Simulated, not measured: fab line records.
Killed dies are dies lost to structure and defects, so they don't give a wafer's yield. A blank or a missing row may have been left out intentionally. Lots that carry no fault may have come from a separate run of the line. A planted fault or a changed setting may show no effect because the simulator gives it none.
Code-filled problem report in 8D (eight disciplines) form :: flow gf180mcu :: the parts of the form that need people (team, actions taken, sign-off) are left out

1. THE ISSUE
Across 6 wafers from 2 lots, HV_LDD_RS at GF_HV_LDD_RS_MEAS_53 averages 410.1 ohm/sq, while fault-free wafers read 418.3 ohm/sq with a standard deviation of 1.1. That puts it -7.4 standard deviations away from the usual mean.
The step: measures by four-point-probe.
First seen on wafer L209.2, day 18 01:53, on film metro-01. At this step, 42 wafers from 14 lots have a number in the record. By rule, "out" or "out of limits" means more than 4 standard deviations away from the usual mean. The other wafers with a number count as sound.

2. WHAT THIS IS AND IS NOT
question: which readings at this step
is: HV_LDD_RS
is not: -

question: which lots
is: L209, L210
is not: L192, L193, L194, L195, L196, L197, L198, L200, L208, L211, L212, L213

question: which wafers of those lots
is: all that have a number
is not: -

question: read on which gauges
is: film metro-01
is not: film metro-03, film metro-04

question: when
is: from day 18 01:53
is not: up to then (27 sound wafers); but 9 sound wafers of L211, L212, L213 came after

3. WHAT RULES OUT EACH SUSPECT
Counting: a tool at any process step up to the reading remains a suspect when it ran all the lots that are out and ran no sound lot after the first of those.
- ruled out: the gauge at GF_HV_LDD_RS_MEAS_53. All the wafers that are out were read on film metro-01, but those of them that GF_HV_LDD_IMPLANT_09 has rows for are out there too, on other tools.
- implanter-02 at GF_HV_LDD_IMPLANT_09: kept. All lots that are out passed through it, beginning with L209 at day 15 05:06, and no sound lot followed; its final sound lot before that point was L208 at day 15 00:31. Out on those wafers are its own readings of dose ions cm2.
After counting, what remains is implanter-02 at GF_HV_LDD_IMPLANT_09.

4. THE CAUSE (what the simulator had put in)
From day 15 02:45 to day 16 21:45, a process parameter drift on implanter-02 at GF_HV_LDD_IMPLANT_09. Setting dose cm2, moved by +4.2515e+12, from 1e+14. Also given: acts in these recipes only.
Only this tool survived the counting.

5. THE EFFECT CHAIN, in route order
Each row: a reading where the mean over the struck wafers with a number is more than 3 standard deviations away from the usual. Only readings for which the record gives a usual standard deviation are gone through. hours: the time from each lot's start at the first step in this table that gives one to its start at this step, as a median over the lots. sigmas: the change in usual standard deviations.
hours: 0
step: GF_HV_LDD_IMPLANT_09
reading: dose ions cm2
usual: 1e+14
on struck wafers: 1e+14
change: +4e+12
sigmas: +47

hours: 69
step: GF_HV_LDD_RS_MEAS_53
reading: HV_LDD_RS
usual: 418.3 ohm/sq
on struck wafers: 410.1
change: -8.2
sigmas: -7.4
Process steps it contains:
- GF_HV_LDD_IMPLANT_09

6. HOW IT WOULD HAVE BEEN CAUGHT EARLIER
In this record the first reading out of limits at a measuring or inspecting step was taken at day 18 01:53, 71 hours after the fault began at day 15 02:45.
At GF_HV_LDD_IMPLANT_09, the tool's own readings (dose ions cm2) were out on each struck wafer the step has a row for, so an alarm limit on them would have fired on the first such wafer.
All the lots that are out (2) had begun GF_HV_LDD_IMPLANT_09 on implanter-02 by day 18 01:53. Had the tool been put on hold then, not one of them would have been saved.
